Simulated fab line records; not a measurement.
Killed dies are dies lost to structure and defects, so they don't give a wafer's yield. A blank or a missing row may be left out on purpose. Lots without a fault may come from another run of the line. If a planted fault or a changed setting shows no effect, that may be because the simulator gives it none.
Which tool was responsible?    flow gf180mcu    14 lots with 41 wafers sampled at 6 steps, on a route of 602 steps

## WHAT EACH GAUGE READ, for each wafer
GF_POLY_GATE_CD_MEAS_18.
lot   measured      on         cd_nm (nm)
L904  day 9 07:13   cd_sem-02  279.4 278.8 278.1
L906  day 9 21:10   cd_sem-02  280.6 278.9 279.3
L907  day 10 01:51  cd_sem-02  281.2 281.5 280.8
L908  day 10 11:14  cd_sem-01  279.3 280.5 280.2
L909  day 10 17:07  cd_sem-01  277.9 279.8 279.2
L910  day 10 23:44  cd_sem-01  280.5 281.2 280.1
L912  day 11 15:24  cd_sem-02  279.0 277.3 276.6
L913  day 12 01:51  cd_sem-01  281.3 282.0 280.9
L916  day 12 19:44  cd_sem-02  280.3 277.1
L918  day 13 09:49  cd_sem-02  280.1 281.3 279.4
L923  day 14 22:55  cd_sem-02  278.2 282.7 278.0
L925  day 15 12:57  cd_sem-02  282.0 284.2 280.0
L926  day 15 17:49  cd_sem-01  279.3 278.4 280.4
L927  day 16 07:50  cd_sem-01  281.9 285.0 279.7

GF_HV_LDD_TW_MEAS_23.
lot   measured      on             HV_LDD_2_TW
L904  day 10 19:05  film_metro-01  1046 1048 1047
L906  day 11 10:14  film_metro-01  1049 1048 1046
L907  day 11 13:59  film_metro-02  1064 1055 1047
L908  day 12 00:49  film_metro-03  1065 1070 1067
L909  day 12 07:05  film_metro-03  1067 1063 1059
L910  day 12 13:08  film_metro-01  1044 1054 1049
L912  day 13 07:05  film_metro-01  1048 1042 1044
L913  day 13 17:38  film_metro-03  1071 1070 1072
L916  day 14 13:29  film_metro-01  1052 1051
L918  day 15 03:35  film_metro-02  1064 1059 1060
L923  day 16 18:31  film_metro-02  1051 1059 1065
L925  day 17 10:10  film_metro-03  1068 1063 1067
L926  day 17 15:16  film_metro-02  1057 1060 1058
L927  day 18 05:38  film_metro-03  1066 1063 1068

GF_HV_LDD_TW_MEAS_38.
lot   measured      on             HV_LDD_3_TW
L904  day 11 14:41  film_metro-01  1429 1430 1422
L906  day 12 05:55  film_metro-03  1450 1452 1451
L907  day 12 10:00  film_metro-02  1432 1443 1435
L908  day 12 21:02  film_metro-03  1451 1463 1454
L909  day 13 03:20  film_metro-02  1429 1433 1432
L910  day 13 09:38  film_metro-02  1429 1434 1426
L912  day 14 03:59  film_metro-01  1438 1432 1435
L913  day 14 14:50  film_metro-01  1439 1432 1439
L916  day 15 11:41  film_metro-01  1422 1475
L918  day 16 01:38  film_metro-01  1425 1467 1471
L923  day 17 18:16  film_metro-02  1445 1439 1437
L925  day 18 08:52  film_metro-03  1448 1450 1444
L926  day 18 15:19  film_metro-02  1426 1431 1430
L927  day 19 06:37  film_metro-02  1442 1440 1442

GF_HV_LDD_CD_MEAS_46 targets a cd of 400 nm.
lot   measured      on         cd_nm (nm)
L904  day 12 10:02  cd_sem-01  400.6 401.5 403.6
L906  day 13 02:10  cd_sem-01  405.1 403.3 404.0
L907  day 13 05:46  cd_sem-02  401.1 401.4 399.9
L908  day 13 17:31  cd_sem-02  402.6 402.2 402.0
L909  day 13 23:06  cd_sem-01  398.8 398.4 399.1
L910  day 14 05:57  cd_sem-01  397.6 397.6 397.3
L912  day 15 01:28  cd_sem-01  396.4 399.3 399.9
L913  day 15 12:40  cd_sem-02  397.7 398.8 398.4
L916  day 16 09:28  cd_sem-01  398.3 400.0
L918  day 16 23:55  cd_sem-01  405.4 404.7 405.6
L923  day 18 17:29  cd_sem-02  402.1 401.0 400.8
L925  day 19 09:04  cd_sem-01  400.3 400.0 399.4
L926  day 19 14:42  cd_sem-02  398.2 397.6 397.5
L927  day 20 07:26  cd_sem-01  398.5 401.2 399.7

GF_HV_LDD_RS_MEAS_53: measures by four-point-probe.
lot   measured      on             HV_LDD_RS (ohm/sq)
L904  day 12 10:37  film_metro-01  416.8 417.5 417.0
L906  day 13 02:44  film_metro-03  419.1 417.7 417.2
L907  day 13 06:20  film_metro-03  418.9 418.3 418.6
L908  day 13 18:06  film_metro-01  419.4 419.0 419.4
L909  day 13 23:41  film_metro-03  417.4 416.3 416.7
L910  day 14 06:32  film_metro-02  418.1 417.3 418.8
L912  day 15 02:03  film_metro-01  417.9 417.9 418.5
L913  day 15 13:15  film_metro-03  419.1 418.7 419.7
L916  day 16 10:04  film_metro-02  417.4 409.9
L918  day 17 00:29  film_metro-01  418.4 410.4 410.0
L923  day 18 18:04  film_metro-03  416.6 416.9 417.8
L925  day 19 09:40  film_metro-03  416.6 418.8 418.6
L926  day 19 15:17  film_metro-01  419.1 419.5 418.2
L927  day 20 08:01  film_metro-01  418.8 419.1 419.1

## EACH LOT AND THE TOOL THAT RAN IT (in order: tool; ch and the chambers of the sampled wafers; start)
lot   GF_HV_LDD_IMPLANT_36
L904  implanter-01 ch 0, day 11 14:26
L906  implanter-01 ch 0, day 12 05:40
L907  implanter-03 ch 0, day 12 09:46
L908  implanter-04 ch 0, day 12 20:47
L909  implanter-01 ch 0, day 13 03:07
L910  implanter-04 ch 0, day 13 09:25
L912  implanter-01 ch 0, day 14 03:44
L913  implanter-04 ch 0, day 14 14:37
L916  implanter-01 ch 0, day 15 11:26
L918  implanter-01 ch 0, day 16 01:23
L923  implanter-04 ch 0, day 17 18:01
L925  implanter-03 ch 0, day 18 08:37
L926  implanter-01 ch 0, day 18 15:05
L927  implanter-01 ch 0, day 19 06:22
- GF_HV_LDD_IMPLANT_36

## AS READ BY THE TOOLS THEMSELVES (means over the sampled wafers that have a number; for cases with no such wafer, the mark the record gives instead)
GF_HV_LDD_IMPLANT_36.
lot   tool          beam_on_s (s)  faraday_current_uA
L904  implanter-01  9.86           42.8
L906  implanter-01  10.14          41.7
L907  implanter-03  10.08          41.9
L908  implanter-04  10.14          41.6
L909  implanter-01  9.97           42.4
L910  implanter-04  9.77           43.2
L912  implanter-01  9.88           42.7
L913  implanter-04  10.16          41.7
L916  implanter-01  12.14          35.6
L918  implanter-01  12.83          33.9
L923  implanter-04  10.20          41.4
L925  implanter-03  9.90           42.8
L926  implanter-01  10.00          42.4
L927  implanter-01  9.99           42.5

## THE ANSWER, worked out from the rows above alone
Rule: the lots themselves supply what counts as usual. Put in order of their means at a reading, lots are off if they are a third of the lots or fewer, leave a main group of 4 or more, and stand apart from it by a gap of 3 or more times the standard deviation of the main group's means; of several such gaps the widest counts. If all means in a main group match to the digits the tables above print for the reading, that group is not used. Also off: a lot with no number at a reading for which 4 or more lots have one. The other lots that the step has rows for count as sound. First the gauges in route order, then the tools' own readings, where a lot's mean is used as printed above. At the first step where some lot is off, the reading lying furthest off is the one used; lots without a number count as furthest.
Off: at GF_HV_LDD_RS_MEAS_53 (HV_LDD_RS), L916, L918. Main group: mean 418.2 ohm/sq, sd 0.81.
If a tool, at a process step before that reading, ran all the lots that are off and no sound lot after the first of them, it fits. The gauges at GF_HV_LDD_RS_MEAS_53 aren't tried: what is off there is off at GF_HV_LDD_IMPLANT_36 too, on other tools, and a gauge's error can't cause that. None of those tried fits.

## WHAT WAS PUT IN BY THE SIMULATOR
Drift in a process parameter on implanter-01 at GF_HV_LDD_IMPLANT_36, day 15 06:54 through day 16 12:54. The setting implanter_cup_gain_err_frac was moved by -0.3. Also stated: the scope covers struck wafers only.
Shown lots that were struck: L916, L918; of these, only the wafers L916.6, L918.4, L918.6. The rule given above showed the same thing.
